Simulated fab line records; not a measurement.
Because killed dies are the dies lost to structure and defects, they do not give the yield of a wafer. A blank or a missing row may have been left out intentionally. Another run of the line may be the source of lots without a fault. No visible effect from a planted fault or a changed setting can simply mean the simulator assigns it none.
What tool caused it?    flow gf180mcu    33 wafers from 11 lots sampled at 5 of the route's 602 steps

WHAT THE GAUGES SHOWED, per wafer
GF_VT_IMPLANT_TW_MEAS_10. Usual: for VT_IMPLANT_TW the level is 561 and the standard deviation is 7.1.
lot   measured     on            VT_IMPLANT_TW  flag
L504  day 6 07:57  filmMetro-04  552 555 549    
L505  day 6 18:44  filmMetro-02  562 565 566    
L506  day 6 22:24  filmMetro-02  564 564 566    
L507  day 7 06:22  filmMetro-04  550 555 552    
L508  day 7 15:01  filmMetro-01  562 558 561    
L509  day 7 18:07  filmMetro-02  569 568 570    
L510  day 8 00:17  filmMetro-01  561 563 565    
L511  day 8 04:22  filmMetro-01  566 567 563    
L512  day 8 12:18  filmMetro-01  567 561 560    
L513  day 8 15:33  filmMetro-04  551 549 550    
L514  day 8 23:12  filmMetro-04  555 550 550    

GF_VT_IMPLANT_OVL_MEAS_18. Usual: for VT_IMPLANT_01_OVL the level is -0.1 nm and the standard deviation is 1.4.
lot   measured     on          VT_IMPLANT_01_OVL (nm)  flag
L504  day 7 01:37  overlay-01  1.1 0.2 -2.2            
L505  day 7 12:49  overlay-01  0.1 -0.7 1.1            
L506  day 7 16:43  overlay-02  0.7 -1.3 -1.8           
L507  day 8 00:02  overlay-02  -2.6 -2.1 -1.6          
L508  day 8 07:58  overlay-02  -1.8 0.0 -1.7           
L509  day 8 11:56  overlay-01  0.5 -1.9 0.0            
L510  day 8 17:49  overlay-01  0.2 1.2 1.4             
L511  day 8 21:46  overlay-02  -1.9 -0.4 -1.1          
L512  day 9 05:58  overlay-02  -0.6 -1.5 -0.8          
L513  day 9 08:59  overlay-02  1.9 0.2 -0.1            
L514  day 9 17:01  overlay-01  0.7 3.0 -0.2            

GF_VT_IMPLANT_TW_MEAS_21. Usual: for VT_IMPLANT_2_TW the level is 1210 and the standard deviation is 13.
lot   measured     on            VT_IMPLANT_2_TW          flag
L504  day 7 01:54  filmMetro-04  1188 1188 1180           
L505  day 7 13:06  filmMetro-01  1217 1216 1217           
L506  day 7 17:00  filmMetro-01  1211 1209 1213           
L507  day 8 00:19  filmMetro-02  1217 1212 1220           
L508  day 8 08:15  filmMetro-01  1216 1224 1215           
L509  day 8 12:13  filmMetro-02  1218 1212 1212           
L510  day 8 18:05  filmMetro-04  1194 1189 1190           
L511  day 8 22:03  filmMetro-02  701 696 698 698 696 696  OFF
L512  day 9 06:16  filmMetro-01  692 694 690 694 692 693  OFF
L513  day 9 09:16  filmMetro-01  691 692 696 694 696 695  OFF
L514  day 9 17:17  filmMetro-04  683 681 680 682 685 681  OFF

EACH LOT AND THE TOOL THAT RAN IT (in order: tool; ch and the chambers of the sampled wafers; start)
lot   GF_MVPSD_STRIP_10                   GF_VT_IMPLANT_IMPLANT_19
L504  plasmaAsher-02 ch 0,1, day 5 15:20  implanter-03 ch 0, day 7 01:39
L505  plasmaAsher-03 ch 0,1, day 6 00:47  implanter-02 ch 0, day 7 12:51
L506  plasmaAsher-02 ch 0,1, day 6 03:58  implanter-02 ch 0, day 7 16:45
L507  plasmaAsher-03 ch 0,1, day 6 10:50  implanter-02 ch 0, day 8 00:05
L508  plasmaAsher-03 ch 0,1, day 6 20:23  implanter-02 ch 0, day 8 08:01
L509  plasmaAsher-04 ch 0,1, day 7 00:05  implanter-02 ch 0, day 8 11:59
L510  plasmaAsher-04 ch 0,1, day 7 06:07  implanter-02 ch 0, day 8 17:50
L511  plasmaAsher-03 ch 0, day 7 10:40    implanter-03 ch 0, day 8 21:49
L512  plasmaAsher-02 ch 0,1, day 7 18:11  implanter-01 ch 0, day 9 06:01
L513  plasmaAsher-02 ch 0,1, day 7 22:25  implanter-03 ch 0, day 9 09:02
L514  plasmaAsher-03 ch 0,1, day 8 05:07  implanter-02 ch 0, day 9 17:02
- GF_MVPSD_STRIP_10: strips in O2/N2.
- GF_VT_IMPLANT_IMPLANT_19

AS READ BY THE TOOLS THEMSELVES (means over the sampled wafers that have a number; for cases with no such wafer, the mark the record gives instead)
GF_MVPSD_STRIP_10. Usual: drypumpMotorCurrentA 5.44 A, standard deviation 0.28; heaterPowerW 333 W, standard deviation 32; o2FlowSccm 3000 sccm, standard deviation 8.3; oesProductAu 0.723 a.u., standard deviation 0.0047; stripTimeToEndpointS 36.95 s, standard deviation 0.09.
lot   tool            drypumpMotorCurrentA (A)  heaterPowerW (W)  o2FlowSccm (sccm)  oesProductAu (a.u.)  stripTimeToEndpointS (s)  flag
L504  plasmaAsher-02  5.36                      316               3000               0.722                37.08                     
L505  plasmaAsher-03  5.40                      320               2994               0.723                36.94                     
L506  plasmaAsher-02  5.36                      319               2996               0.727                36.97                     
L507  plasmaAsher-03  5.39                      329               3004               0.724                36.93                     
L508  plasmaAsher-03  5.40                      323               2999               0.721                36.97                     
L509  plasmaAsher-04  5.66                      400               2996               0.723                36.96                     
L510  plasmaAsher-04  5.64                      394               3005               0.723                36.97                     
L511  plasmaAsher-03  5.40                      320               2989               0.725                37.09                     
L512  plasmaAsher-02  5.36                      312               2997               0.724                36.86                     
L513  plasmaAsher-02  5.36                      319               2990               0.721                36.94                     
L514  plasmaAsher-03  5.39                      325               2996               0.724                36.84                     

GF_VT_IMPLANT_IMPLANT_19. Usual: beamEnergyKeV 99.999, standard deviation 0.03.
lot   tool          beamEnergyKeV  flag
L504  implanter-03  99.996         
L505  implanter-02  100.027        
L506  implanter-02  100.020        
L507  implanter-02  99.979         
L508  implanter-02  100.013        
L509  implanter-02  100.017        
L510  implanter-02  99.967         
L511  implanter-03  99.996         
L512  implanter-01  100.003        
L513  implanter-03  100.010        
L514  implanter-02  100.023        

THE ANSWER, worked out from the rows above alone
Rule: lot off if the mean of its wafers having a number is beyond 3 standard deviations from the usual mean. Also off: a lot with no number at a reading for which 4 or more lots have one. The other lots that the step has rows for count as sound. First the gauges in route order, then the tools' own readings, where a lot's mean is used as printed above. The first step at which some lot is off is used, and at that step the reading that is off furthest; a lot without a number counts as furthest.
Off: L511, L512, L513, L514, seen at GF_VT_IMPLANT_TW_MEAS_21 (VT_IMPLANT_2_TW).
If a tool, at a process step before that reading, ran all the lots that are off and no sound lot after the first of them, it fits. The gauges at GF_VT_IMPLANT_TW_MEAS_21 are tried like those tools. No candidate that was tried fits.

WHAT HAD BEEN PUT IN BY THE SIMULATOR
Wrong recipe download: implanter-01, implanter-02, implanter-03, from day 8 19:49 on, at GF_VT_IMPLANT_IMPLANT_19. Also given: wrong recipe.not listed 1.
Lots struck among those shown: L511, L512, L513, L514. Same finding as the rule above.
